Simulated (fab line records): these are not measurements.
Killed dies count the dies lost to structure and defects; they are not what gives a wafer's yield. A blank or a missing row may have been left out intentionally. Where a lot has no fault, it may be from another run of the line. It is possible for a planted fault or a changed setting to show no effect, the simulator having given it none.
fab line records	flow sky130
[record] lots = 6	wafers = 18	lastDay = 49
route steps=708 shown VIA4@645 METAL5@661 PAD_OPEN@708
lots that met no fault: taken from a fault-free run of the same line
startH: hours from the record's opening day to when the first of the lot's shown wafers began	waitH: hours elapsed since this lot's preceding step	" same as the row above	L1.1+2: a single row standing in for several wafers	- either no value or no given start	* or withheld: withheld	< > ~ a bound
route shown NAME@n: names a module that has steps shown in the file, with the first one's number in the route	usual: mean and standard deviation over wafers with no fault	same: alike in all rows	chamber/n: place in a boat	sites: per-site readings	_std_site: the standard deviation of these	_edge_site: inner sites' mean taken away from outer sites' mean	radiusMm: for every site, how far away it sits from the centre of the wafer	mask NAME#n: copy n	behind: the most recent tool/chamber to have shaped the wafer	hold: cause of the lot's hold/its duration in hours/its outcome	device: transistor that didn't switch, given as n, p or np	end of line: the route-end tests of the same wafers	for a step that has no rows: nothing shown but its recipe	killed: dies that structure and defects cost at the first sort, which is not the same as the wafer's yield	map: the dies of a wafer, with x for killed, . for not killed, _ for no die there
set.NAME: the setting that was run; set.NAME@STEP: the one run at that earlier step	model.NAME: the simulator's own value behind a step, which no gauge read
lots at selected steps of the route; one table per step, one row per wafer
services: the hour from which a tool's chamber was out of use, counted from the record's first day as startH (under 0 if before that day), plus the number of hours and why
[[steps]]
[step SKY_VIA4_COAT_06]
[recipe] resist = NOVOLAK	spinRpm = 3000	resistThkNm = 1140
[step SKY_VIA4_SOFTBAKE_07]
[recipe] tempC = 90	timeS = 60	resist = NOVOLAK
[step SKY_VIA4_EXPOSE_08]
[recipe] maskId = VIM4	na = 0.6	sourceShape = conventional	sigmaOuter = 0.6	polarization = unpolarized	targetCdNm = 800	doseMj = 132
[step SKY_VIA4_PEB_09]
[recipe] tempC = withheld	timeS = *	resist = NOVOLAK
[step SKY_VIA4_DEVELOP_10]
[recipe] resist = NOVOLAK	developer = TMAH	developTimeS = 60	devTempC = 23
[step SKY_VIA4_OVL_MEAS_11]
[usual] VIA4_OVL = -0.9/1.4
lot.wafer	tool	chamber	startH	waitH	VIA4_OVL[nm]
L927.1	overlay-01	-	1074.23	0.1	-0.2
L927.4	"	-	"	"	-1.2
L927.6	"	-	"	"	-0.1
L928.3	overlay-02	-	1077.33	0.1	-2.8
L928.4	"	-	"	"	-2.2
L928.6	"	-	"	"	-2.3
L934.1	overlay-01	-	1104.58	0.1	-0.5
L934.2	"	-	"	"	-2.4
L934.4	"	-	"	"	-1.1
L935.1	overlay-01	-	1110.53	0.1	-1.3
L935.2	"	-	"	"	-2.3
L935.5	"	-	"	"	-2.6
L937.3	overlay-02	-	1116.93	0.1	0.8
L937.4	"	-	"	"	-0.5
L937.6	"	-	"	"	1.1
L938.1	overlay-02	-	1120.88	0.1	-1.9
L938.5	"	-	"	"	-0.3
L938.6	"	-	"	"	-1.0
[step SKY_VIA4_ETCH_12]
[recipe] target = SiO2	chemistry = C4F8/O2/Ar	stopOn = TiN	maskMaterial = NOVOLAK	sourceW = 1500	biasW = 1200	pressureMtorr = 40	c4f8FlowSccm = withheld	O2_flow_sccm = 6	Ar_flow_sccm = 300	timeS = withheld	targetDepthA = 5800
[usual] oesProductAu = 0.926/0.0045	rfFwdPowerW = 1493/4.4
lot.wafer	tool	chamber	startH	waitH	oesProductAu	rfFwdPowerW
L927.1	rieDiel-04	2	1074.27	0.0	0.931	1490
L927.4	"	3	"	"	0.920	1488
L927.6	"	3	"	"	0.927	1492
L928.3	rieDiel-02	0	1077.35	0.0	0.927	1489
L928.4	"	2	"	"	0.924	1490
L928.6	"	1	"	"	0.924	1496
L934.1	rieDiel-01	3	1104.62	0.0	0.929	1491
L934.2	"	2	"	"	0.917	1494
L934.4	"	1	"	"	0.934	1486
L935.1	rieDiel-02	2	1110.57	0.0	0.923	1486
L935.2	"	1	"	"	0.930	1497
L935.5	"	1	"	"	0.931	1498
L937.3	rieDiel-01	1	1116.95	0.0	0.925	1493
L937.4	"	2	"	"	0.922	1499
L937.6	"	0	"	"	0.916	1485
L938.1	rieDiel-01	0	1120.92	0.0	0.924	1493
L938.5	"	2	"	"	0.923	1498
L938.6	"	3	"	"	0.929	1498
[step SKY_VIA4_STRIP_13]
[recipe] chemistry = O2/N2	powerW = 1400	pressureMtorr = 1500	platenTempC = withheld	o2FlowSccm = 3000	n2FlowSccm = 300	overashFraction = 0.5
[usual] drypumpMotorCurrentA = 5.7/0.4	oesProductAu = 0.709/0.0049	stripTimeToEndpointS = 12.81/0.036
[same] overashFraction = 0.5
lot.wafer	tool	chamber	startH	waitH	drypumpMotorCurrentA	oesProductAu	rfHoursCounterH	stripTimeToEndpointS
L927.1	plasmaAsher-01	1	1074.34	-	5.5	0.705	89	12.77
L927.4	"	0	"	"	6.2	0.709	-	12.84
L927.6	"	0	"	"	6.2	0.711	-	12.84
L928.3	plasmaAsher-02	1	1077.46	-	5.1	0.715	-	12.79
L928.4	"	0	"	"	6.2	0.706	-	12.84
L928.6	"	1	"	"	5.2	0.707	-	12.82
L934.1	plasmaAsher-01	1	1104.69	-	5.5	0.706	92	12.81
L934.2	"	0	"	"	6.1	0.713	92	12.80
L934.4	"	0	"	"	6.1	0.712	-	12.77
L935.1	plasmaAsher-03	1	1110.64	-	5.3	0.706	4	12.82
L935.2	"	0	"	"	5.8	0.706	4	12.90
L935.5	"	0	"	"	5.8	0.702	-	12.85
L937.3	plasmaAsher-03	0	1117.06	-	5.8	0.710	-	12.71
L937.4	"	1	"	"	5.3	0.718	-	12.80
L937.6	"	1	"	"	5.3	0.712	-	12.76
L938.1	plasmaAsher-03	1	1120.99	-	5.3	0.708	5	12.80
L938.5	"	1	"	"	5.3	0.708	-	12.80
L938.6	"	0	"	"	5.8	0.713	-	12.85
[step SKY_VIA4_STRIP_14]
[recipe] chemistry = postEtchResidueRemover	timeS = 1200	tempC = 72.5
[step SKY_VIA4_CLEAN_15]
[recipe] chemistry = IPA	timeS = 180	tempC = 25
[step SKY_VIA4_CLEAN_16]
[recipe] chemistry = O3/DIW	dry = n2Spin
[step SKY_VIA4_SPUTTER_17]
[recipe] material = TiN	targetThkNm = 20	chamberPressurePa = 5	powerW = 4000	timeS = 80
[usual] throttleValvePct = 29.7/0.81
lot.wafer	tool	chamber	startH	waitH	throttleValvePct
L927.1	pvdSputter-03	-	1074.96	0.0	29.9
L927.4	"	-	"	"	29.4
L927.6	"	-	"	"	29.8
L928.3	pvdSputter-03	-	1078.02	0.0	29.3
L928.4	"	-	"	"	30.6
L928.6	"	-	"	"	29.9
L934.1	pvdSputter-03	-	1105.29	0.0	30.8
L934.2	"	-	"	"	29.2
L934.4	"	-	"	"	30.0
L935.1	pvdSputter-04	-	1111.24	0.0	30.5
L935.2	"	-	"	"	29.4
L935.5	"	-	"	"	30.7
L937.3	pvdSputter-03	-	1117.62	0.0	30.6
L937.4	"	-	"	"	29.7
L937.6	"	-	"	"	30.7
L938.1	pvdSputter-03	-	1121.58	0.0	29.9
L938.5	"	-	"	"	30.1
L938.6	"	-	"	"	30.1
[step SKY_VIA4_CVD_18]
[recipe] material = W	targetThkNm = 505	timeS = 152.14	tempC = 400	pressureTorr = 40
[usual] heaterPowerW = 876/58	susceptorTempC = 400.05/0.25
lot.wafer	tool	chamber	startH	waitH	heaterPowerW	susceptorTempC	model.W_of_VIA4_CVD_18.thkNm
L927.1	cvdW-02	0	1075.03	0.0	947	400.25	512
L927.4	"	0	"	"	936	400.11	509.5
L927.6	"	0	"	"	933	400.44	511.9
L928.3	cvdW-01	0	1078.14	0.1	869	400.20	507.9
L928.4	"	1	"	"	920	399.75	506.7
L928.6	"	1	"	"	914	399.82	513.5
L934.1	cvdW-01	0	1105.35	0.0	854	399.96	508.1
L934.2	"	1	"	"	905	399.82	500.6
L934.4	"	1	"	"	920	399.95	503.2
L935.1	cvdW-02	0	1111.30	0.0	927	399.96	501.9
L935.2	"	1	"	"	771	394.32	460.1
L935.5	"	1	"	"	782	394.81	457
L937.3	cvdW-01	1	1117.74	0.1	913	399.91	502.3
L937.4	"	0	"	"	850	400.32	505.8
L937.6	"	1	"	"	911	400.03	501.8
L938.1	cvdW-02	0	1121.64	0.0	929	399.95	508.9
L938.5	"	0	"	"	945	400.00	502.2
L938.6	"	1	"	"	767	394.14	463.6
[step SKY_VIA4_RS_MEAS_19]
[recipe] thkMeasGauge = four-point-probe	reads = W_of_VIA4_CVD_18+TiN_of_VIA4_SPUTTER_17
[usual] VIA4_W_RS = 0.2246/0.0024
lot.wafer	tool	chamber	startH	waitH	VIA4_W_RS[ohm/sq]
L927.1	filmMetro-04	-	1075.18	0.1	0.2236
L927.4	"	-	"	"	0.2237
L927.6	"	-	"	"	0.2235
L928.3	filmMetro-04	-	1078.35	0.2	0.2252
L928.4	"	-	"	"	0.2256
L928.6	"	-	"	"	0.2224
L934.1	filmMetro-02	-	1105.50	0.1	0.2249
L934.2	"	-	"	"	0.2282
L934.4	"	-	"	"	0.2275
L935.1	filmMetro-02	-	1111.45	0.1	0.2280
L935.2	"	-	"	"	0.2488
L935.5	"	-	"	"	0.2506
L937.3	filmMetro-02	-	1117.88	0.1	0.2280
L937.4	"	-	"	"	0.2265
L937.6	"	-	"	"	0.2286
L938.1	filmMetro-04	-	1121.79	0.1	0.2251
L938.5	"	-	"	"	0.2279
L938.6	"	-	"	"	0.2468
[step SKY_VIA4_THK_MEAS_20]
[recipe] thkMeasGauge = xrf	reads = W_of_VIA4_CVD_18
[usual] VIA4_W_THK = 494/6.6
lot.wafer	tool	chamber	startH	waitH	VIA4_W_THK[nm]
L927.1	filmMetro-04	-	1075.30	0.1	496
L927.4	"	-	"	"	493
L927.6	"	-	"	"	495
L928.3	filmMetro-04	-	1078.45	0.1	491
L928.4	"	-	"	"	492
L928.6	"	-	"	"	496
L934.1	filmMetro-02	-	1105.62	0.1	491
L934.2	"	-	"	"	484
L934.4	"	-	"	"	485
L935.1	filmMetro-02	-	1111.57	0.1	488
L935.2	"	-	"	"	445
L935.5	"	-	"	"	444
L937.3	filmMetro-02	-	1117.98	0.1	485
L937.4	"	-	"	"	489
L937.6	"	-	"	"	486
L938.1	filmMetro-04	-	1121.91	0.1	495
L938.5	"	-	"	"	487
L938.6	"	-	"	"	449
[step SKY_VIA4_CMP_21]
[recipe] stopOn = SiO2	tOverpolishS = 25	downForcePsi = 3.5	platenRpm = 60	targetThkNm = 0	padVelocityMS = 0.94248
[usual] motorCurrentA = 11.6/1.6	timeToEndpointS = 123/5.4
lot.wafer	tool	chamber	startH	waitH	motorCurrentA	timeToEndpointS
L927.4	cmp-02	0	1075.36	0.0	10.0	127
L927.1	"	3	"	"	14.3	134
L927.6	"	0	"	"	10.0	125
L928.4	cmp-01	0	1078.61	0.1	10.8	123
L928.3	"	3	"	"	8.0	120
L928.6	"	0	"	"	10.9	120
L934.1	cmp-02	2	1106.21	0.6	12.3	120
L934.2	"	3	"	"	13.5	124
L934.4	"	0	"	"	10.3	118
L935.1	cmp-02	0	1111.73	0.1	10.0	115
L935.2	"	1	"	"	10.6	110
L935.5	"	2	"	"	13.2	107
L937.3	cmp-02	0	1118.12	0.1	9.8	116
L937.4	"	1	"	"	10.7	125
L937.6	"	2	"	"	12.2	114
L938.1	cmp-01	0	1122.09	0.2	10.5	117
L938.5	"	2	"	"	13.3	124
L938.6	"	3	"	"	8.9	106
[step SKY_METAL5_SPUTTER_00]
[recipe] material = Ti	targetThkNm = 15	powerW = 3000	timeS = 10	chamberPressurePa = 0.4
[usual] throttleValvePct = 30.2/0.69
lot.wafer	tool	chamber	startH	waitH	throttleValvePct
L927.1	pvdSputter-01	-	1075.66	0.1	31.2
L927.4	"	-	"	"	30.2
L927.6	"	-	"	"	30.2
L928.3	pvdSputter-03	-	1078.91	0.1	29.7
L928.4	"	-	"	"	30.0
L928.6	"	-	"	"	29.3
L934.1	pvdSputter-03	-	1106.51	0.2	29.0
L934.2	"	-	"	"	29.6
L934.4	"	-	"	"	30.0
L935.1	pvdSputter-01	-	1111.93	0.1	30.0
L935.2	"	-	"	"	30.7
L935.5	"	-	"	"	30.9
L937.3	pvdSputter-01	-	1118.32	0.1	31.1
L937.4	"	-	"	"	29.7
L937.6	"	-	"	"	30.1
L938.1	pvdSputter-02	-	1122.29	0.1	29.7
L938.5	"	-	"	"	29.5
L938.6	"	-	"	"	29.9
[step SKY_PAD_OPEN_PROBE_99]
[usual] defectLimitedYield = 82.5/1.9	killed_at_M0_to_M3 = 43/6.4	killed_at_M4_up = 2.9/1.7	killedAtContacts = 24/5	killedAtFrontEnd = 15/4	killedAtOther = 0.4/0.62	killedDies = 86/9.3	killedOpen = 47/6.8	killedShort = 38/5.8
[same] grossDies = 492	killedAtBackSide = 0
lot.wafer	tool	chamber	startH	waitH	defectLimitedYield[%]	killed_at_M0_to_M3	killed_at_M4_up	killedAtContacts	killedAtFrontEnd	killedAtOther	killedDies	killedOpen	killedShort
L927.1	prober-02	-	1139.05	0.1	81.7	46	0	25	19	0	90	53	36
L927.4	prober-02	-	1139.20	0.2	81.1	43	4	20	23	3	93	55	35
L927.6	prober-02	-	1139.30	0.2	83.1	41	2	22	17	1	83	49	34
L928.3	prober-02	-	1140.80	0.2	83.1	40	0	27	16	0	83	46	35
L928.4	prober-02	-	1140.85	0.2	82.3	43	5	19	20	0	87	41	44
L928.6	prober-02	-	1140.95	0.2	83.1	48	2	23	10	0	83	48	35
L934.1	prober-01	-	1166.97	0.1	82.7	51	2	22	9	1	85	44	40
L934.2	prober-01	-	1167.02	0.1	81.1	50	3	30	10	0	93	56	37
L934.4	prober-01	-	1167.12	0.2	81.5	53	2	24	11	1	91	50	40
L935.1	prober-01	-	1170.23	0.1	81.5	44	4	24	19	0	91	49	39
L935.2	prober-01	-	1170.28	0.1	82.7	38	3	24	20	0	85	36	49
L935.5	prober-01	-	1170.43	0.2	80.9	45	3	24	22	0	94	54	40
L937.3	prober-02	-	1177.10	0.2	84.6	29	2	32	13	0	76	42	34
L937.4	prober-02	-	1177.15	0.2	82.7	40	6	26	13	0	85	48	37
L937.6	prober-02	-	1177.25	0.2	82.7	46	4	18	17	0	85	53	32
L938.1	prober-01	-	1180.40	0.1	85.6	32	6	22	11	0	71	37	34
L938.5	prober-01	-	1180.60	0.2	81.1	48	3	31	11	0	93	61	32
L938.6	prober-01	-	1180.65	0.2	82.5	47	0	18	21	0	86	41	44
// killed by level:class
L927.1 VIA1:geometricParticle:open=16 CONTACT:geometricParticle:open=12 VIA2:geometricParticle:open=7 LI_CONTACT:geometricParticle:open=6 FIELD_ISO:geometricParticle:short=5 FIELD_ISO:geometricParticle:open=5 VIA3:geometricParticle:short=5 VIA1:geometricParticle:short=4
L927.4 FIELD_ISO:geometricParticle:open=10 VIA1:geometricParticle:open=10 CONTACT:geometricParticle:open=9 VIA3:geometricParticle:open=8 VIA2:geometricParticle:open=6 METAL2:geometricParticle:short=6 FIELD_ISO:geometricParticle:short=5 VIA1:geometricParticle:short=5
L927.6 VIA1:geometricParticle:open=14 CONTACT:geometricParticle:open=10 FIELD_ISO:geometricParticle:short=5 VIA2:geometricParticle:open=5 VIA3:geometricParticle:short=5 LI_CONTACT:geometricParticle:open=4 METAL1:geometricParticle:short=4 FIELD_ISO:geometricParticle:open=3
L928.3 VIA2:geometricParticle:open=10 LI_CONTACT:geometricParticle:open=9 VIA1:geometricParticle:open=8 CONTACT:geometricParticle:open=7 METAL1:geometricParticle:short=7 FIELD_ISO:geometricParticle:open=4 POLY_GATE:geometricParticle:short=4 CONTACT:geometricParticle:short=4
L928.4 METAL2:geometricParticle:short=12 FIELD_ISO:geometricParticle:short=6 CONTACT:geometricParticle:open=6 VIA1:geometricParticle:open=6 FIELD_ISO:geometricParticle:open=5 LI_CONTACT:geometricParticle:open=5 VIA2:geometricParticle:open=5 VIA1:geometricParticle:short=5
L928.6 CONTACT:geometricParticle:open=9 VIA1:geometricParticle:open=9 VIA2:geometricParticle:open=7 VIA3:geometricParticle:open=7 VIA2:geometricParticle:short=6 LI_CONTACT:geometricParticle:open=5 VIA1:geometricParticle:short=5 POLY_GATE:geometricParticle:open=4
L934.1 VIA1:geometricParticle:open=14 CONTACT:geometricParticle:open=10 CONTACT:geometricParticle:short=7 VIA3:geometricParticle:open=7 VIA2:geometricParticle:short=6 VIA1:geometricParticle:short=5 METAL2:geometricParticle:open=5 VIA3:geometricParticle:short=4
L934.2 CONTACT:geometricParticle:open=13 VIA1:geometricParticle:open=11 VIA2:geometricParticle:open=9 VIA3:geometricParticle:open=9 LI_CONTACT:geometricParticle:open=7 METAL1:geometricParticle:short=7 CONTACT:geometricParticle:short=6 VIA1:geometricParticle:short=5
L934.4 VIA1:geometricParticle:open=13 CONTACT:geometricParticle:open=12 VIA2:geometricParticle:open=9 VIA1:geometricParticle:short=8 VIA3:geometricParticle:open=7 LOCAL_INTERCONNECT:geometricParticle:short=5 METAL1:geometricParticle:short=5 LI_CONTACT:geometricParticle:short=4
L935.1 VIA1:geometricParticle:open=12 VIA3:geometricParticle:open=8 LI_CONTACT:geometricParticle:open=6 FIELD_ISO:geometricParticle:open=5 LOCAL_INTERCONNECT:geometricParticle:open=5 FIELD_ISO:geometricParticle:short=4 LOCAL_INTERCONNECT:geometricParticle:short=4 CONTACT:geometricParticle:open=4
L935.2 METAL2:geometricParticle:short=8 CONTACT:geometricParticle:open=6 VIA1:geometricParticle:open=6 VIA1:geometricParticle:short=6 FIELD_ISO:geometricParticle:short=5 LOCAL_INTERCONNECT:geometricParticle:short=5 LI_CONTACT:geometricParticle:short=5 METAL1:geometricParticle:short=5
L935.5 VIA1:geometricParticle:open=15 POLY_GATE:geometricParticle:open=8 LI_CONTACT:geometricParticle:open=8 METAL2:geometricParticle:short=7 METAL1:geometricParticle:short=7 LOCAL_INTERCONNECT:geometricParticle:short=5 CONTACT:geometricParticle:open=5 VIA3:geometricParticle:open=5
L937.3 CONTACT:geometricParticle:open=14 VIA1:geometricParticle:open=8 FIELD_ISO:geometricParticle:short=6 CONTACT:geometricParticle:short=6 LOCAL_INTERCONNECT:geometricParticle:short=5 VIA3:geometricParticle:open=5 LI_CONTACT:geometricParticle:open=4 METAL2:geometricParticle:open=4
L937.4 CONTACT:geometricParticle:open=12 VIA1:geometricParticle:open=7 METAL1:geometricParticle:short=6 VIA3:geometricParticle:open=6 FIELD_ISO:geometricParticle:open=5 LI_CONTACT:geometricParticle:open=5 VIA2:geometricParticle:open=5 METAL3:geometricParticle:short=5
L937.6 VIA2:geometricParticle:open=14 VIA3:geometricParticle:open=8 CONTACT:geometricParticle:open=6 VIA1:geometricParticle:open=5 FIELD_ISO:geometricParticle:open=4 POLY_GATE:geometricParticle:short=4 CONTACT:geometricParticle:short=4 VIA2:geometricParticle:short=4
L938.1 CONTACT:geometricParticle:open=9 VIA1:geometricParticle:open=8 VIA3:geometricParticle:open=7 LI_CONTACT:geometricParticle:open=6 POLY_GATE:geometricParticle:short=5 METAL3:geometricParticle:short=5 METAL4:geometricParticle:short=4 LOCAL_INTERCONNECT:geometricParticle:short=3
L938.5 CONTACT:geometricParticle:open=16 VIA1:geometricParticle:open=12 VIA2:geometricParticle:open=10 VIA3:geometricParticle:open=7 METAL2:geometricParticle:short=6 LOCAL_INTERCONNECT:geometricParticle:short=5 LI_CONTACT:geometricParticle:open=5 VIA1:geometricParticle:short=5
L938.6 VIA1:geometricParticle:open=10 FIELD_ISO:geometricParticle:open=7 METAL2:geometricParticle:short=7 FIELD_ISO:geometricParticle:short=6 CONTACT:geometricParticle:short=6 VIA3:geometricParticle:open=5 CONTACT:geometricParticle:open=5 METAL1:geometricParticle:short=5
[[services]]
tool	chamber	startH	hours	kind
pvdSputter-03	2	1053.14	-	consumableReplace:kit
pvdSputter-03	2	1053.14	18.0	scheduledDown
pvdSputter-03	2	1053.14	18.0	ventCycle
rieDiel-04	1	1054.79	5.8	repair
plasmaAsher-03	-	1055.25	9.0	pm
plasmaAsher-03	0	1055.25	9.0	ventCycle
plasmaAsher-03	1	1055.25	9.0	ventCycle
rieDiel-02	3	1061.75	8.7	repair
plasmaAsher-03	0	1064.25	-	clean
plasmaAsher-03	1	1064.25	-	clean
cmp-01	-	1066.55	1.3	repair
pvdSputter-02	-	1067.34	2.3	repair
rieDiel-02	2	1084.69	7.3	repair
cmp-02	-	1085.56	2.8	repair
cmp-02	-	1091.43	4.0	pm
pvdSputter-03	-	1092.90	6.0	repair
cmp-02	-	1095.43	-	consumableReplace:conditioner
cmp-02	-	1095.43	-	consumableReplace:pad
cmp-01	-	1102.11	4.0	pm
pvdSputter-02	-	1105.53	2.6	repair
rieDiel-01	1	1106.51	7.0	repair
plasmaAsher-03	-	1113.02	2.0	repair
rieDiel-02	-	1116.20	0.1	repair
cmp-02	-	1120.12	5.2	pm
[[key]]
[firstSign] step = SKY_VIA4_CVD_18	reading = susceptorTempC	direction = down	sigmas = 23	usual = *	struck = *
[effect] step = SKY_VIA4_RS_MEAS_19	reading = VIA4_W_RS	direction = up	sigmas = 9.9	usual = 0.2246	struck = 0.2487
[effect] step = SKY_VIA4_THK_MEAS_20	reading = VIA4_W_THK	direction = down	sigmas = 7.2	usual = 494	struck = 446
[effect] step = SKY_VIA4_CMP_21	reading = timeToEndpointS	direction = down	sigmas = 2.9	usual = *	struck = *
[modelEffect] step = SKY_VIA4_CVD_18	value = W_of_VIA4_CVD_18.thkNm	without = 510.6	struck = 460.2
metAt SKY_VIA4_CVD_18
struckWafers L935.2,L935.5,L938.6
[fault] kind = processParameterDrift	tool = cvdW-02	chamber = 1	onsetH = 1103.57	steps = SKY_VIA4_CVD_18	channel = tempC	offset = *	shape = step	endH = 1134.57	actsIn = *	stated = *
